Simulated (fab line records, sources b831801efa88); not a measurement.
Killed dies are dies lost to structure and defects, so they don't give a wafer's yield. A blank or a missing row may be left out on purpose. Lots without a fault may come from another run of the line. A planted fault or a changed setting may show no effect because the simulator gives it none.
Which tool did it? | flow gf180mcu | 6 lots, 18 wafers sampled, at 2 steps of a route of 602

WHAT THE GAUGES READ, wafer by wafer
GF_V5_CD_MEAS_14: target cd 260 nm.
lot  | measured     | on        | cd_nm (nm)
L540 | day 27 08:29 | cd_sem-02 | 261.6 261.4 261.4
L543 | day 28 17:10 | cd_sem-01 | 260.0 260.8 260.3
L546 | day 29 08:18 | cd_sem-02 | 260.3 260.4 260.2
L548 | day 30 04:40 | cd_sem-02 | 259.0 258.2 258.2
L550 | day 30 16:55 | cd_sem-02 | 261.1 263.4 261.2
L558 | day 32 13:24 | cd_sem-01 | 261.4 260.2 261.5

WHICH TOOL RAN EACH LOT (tool, then ch and the chambers of the sampled wafers, then the start)
lot  | GF_VT_IMPLANT_STRIP_31
L540 | plasma_asher-01 ch 0,1, day 7 05:13
L543 | plasma_asher-03 ch 0, day 8 04:08
L546 | plasma_asher-01 ch 0,1, day 8 16:19
L548 | plasma_asher-03 ch 0,1, day 9 11:20
L550 | plasma_asher-03 ch 0,1, day 9 18:50
L558 | plasma_asher-04 ch 0,1, day 12 03:08
- GF_VT_IMPLANT_STRIP_31: strips in O2/N2.

THE ANSWER, worked out from the rows above alone
Rule: what is usual is taken from the lots themselves. Put in order of their means at a reading, lots are off if they are a third of the lots or fewer, leave a main group of 4 or more, and stand apart from it by a gap of 3 or more times the standard deviation of the main group's means; of several such gaps the widest counts. A main group whose means are all the same, to the digits that the tables above print for the reading, isn't used. A lot without any number at a reading at which 4 lots or more have one is off too. The other lots that the step has rows for count as sound.
No lot is off at any reading shown: from this, nothing can be told.

WHAT THE SIMULATOR HAD PUT IN
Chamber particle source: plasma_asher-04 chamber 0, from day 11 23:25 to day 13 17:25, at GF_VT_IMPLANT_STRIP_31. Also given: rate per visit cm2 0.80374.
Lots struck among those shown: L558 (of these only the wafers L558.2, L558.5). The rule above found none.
